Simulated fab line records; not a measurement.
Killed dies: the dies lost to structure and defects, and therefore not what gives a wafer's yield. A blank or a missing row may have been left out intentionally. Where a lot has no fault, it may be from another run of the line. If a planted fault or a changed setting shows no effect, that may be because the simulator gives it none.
One fault seen from 2 desks | flow sky130 | each desk has only its own numbers; what lay behind them comes last

== METROLOGY DESK ==
Means of the sampled wafers that have a number, per lot and without regard to the tool the lot ran on: this is what the gauges read. Marked OUT: a lot whose mean sits more than 4 standard deviations from the usual mean, which makes it out of limits; the brackets give that distance.
Columns: A = cd-nm at SKY_VIA3_CD_MEAS_12, usual 200.1 nm; B = VIA3_W_THK at SKY_VIA3_THK_MEAS_23, usual 399 nm; C = CAP2M_CVD_00_THK at SKY_CAP2M_THK_MEAS_01, usual 15.53 nm
lot  | first seen here | A     | B   | C
L522 | day 40 03:40    | 199.8 | 403 | 15.48
L525 | day 40 23:20    | 201.3 | 402 | 15.49
L528 | day 41 16:46    | 200.6 | 392 | 15.70
L526 | day 41 19:39    | 200.5 | 405 | 15.53
L529 | day 41 23:31    | 199.2 | 404 | 15.31
L530 | day 42 03:29    | 198.2 | 410 | 15.68
L531 | day 42 19:12    | 200.4 | 394 | 15.89
L534 | day 43 10:54    | 199.4 | 403 | 14.93
L537 | day 44 08:32    | 198.5 | 394 | 14.84
L539 | day 44 16:13    | 200.6 | 402 | 15.60
L540 | day 45 03:56    | 198.6 | 394 | 15.39
L544 | day 45 21:15    | 201.3 | 388 | 15.45
This desk's verdict: no lot among the 12 shows anything out of limits.

== TOOL OWNER'S DESK, pecvd-02 ==
The tool's own readings at SKY_CAP2M_CVD_00 (deposits SiO2, target thk 15.5 nm): means of the sampled wafers that have a number, for each lot that ran on this tool. Marked OUT: a lot whose mean sits more than 4 standard deviations from the usual mean, which makes it out of limits; the brackets give that distance.
Columns: A = heater-power-w at SKY_CAP2M_CVD_00, usual 693 W; B = rf-fwd-power-W at SKY_CAP2M_CVD_00, usual 441.8 W
lot  | first seen here | A   | B
L525 | day 41 01:02    | 712 | 439.5
L526 | day 41 21:25    | 684 | 438.6
L530 | day 42 05:09    | 709 | 443.3
L531 | day 42 21:02    | 790 | 443.8
L534 | day 43 12:36    | 704 | 373.7 (-25) OUT
L537 | day 44 10:14    | 681 | 370.4 (-26) OUT
Finding of this desk: L534, L537 out of limits; the first was L534 at day 43 12:36, on rf-fwd-power-W at SKY_CAP2M_CVD_00. In limits: L525, L526, L530, L531.

== TAKEN TOGETHER ==
At day 43 12:36, on L534, L537, the tool owner's desk was in a position to raise an alarm.
Metrology desk: nothing out of limits seen.
The metrology desk has L534, L537 on record, within its limits.
Of the lots named, all ran SKY_CAP2M_CVD_00 on pecvd-02.

== WHAT THE SIMULATOR HAD PUT IN ==
Process parameter drift: pecvd-02, from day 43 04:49 on, at SKY_CAP2M_CVD_00. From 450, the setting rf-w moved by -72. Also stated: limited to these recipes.
Struck lots among those shown: L534, L537.
Each desk's first reading out of limits, in hours after the fault started: the tool owner's desk, 8.
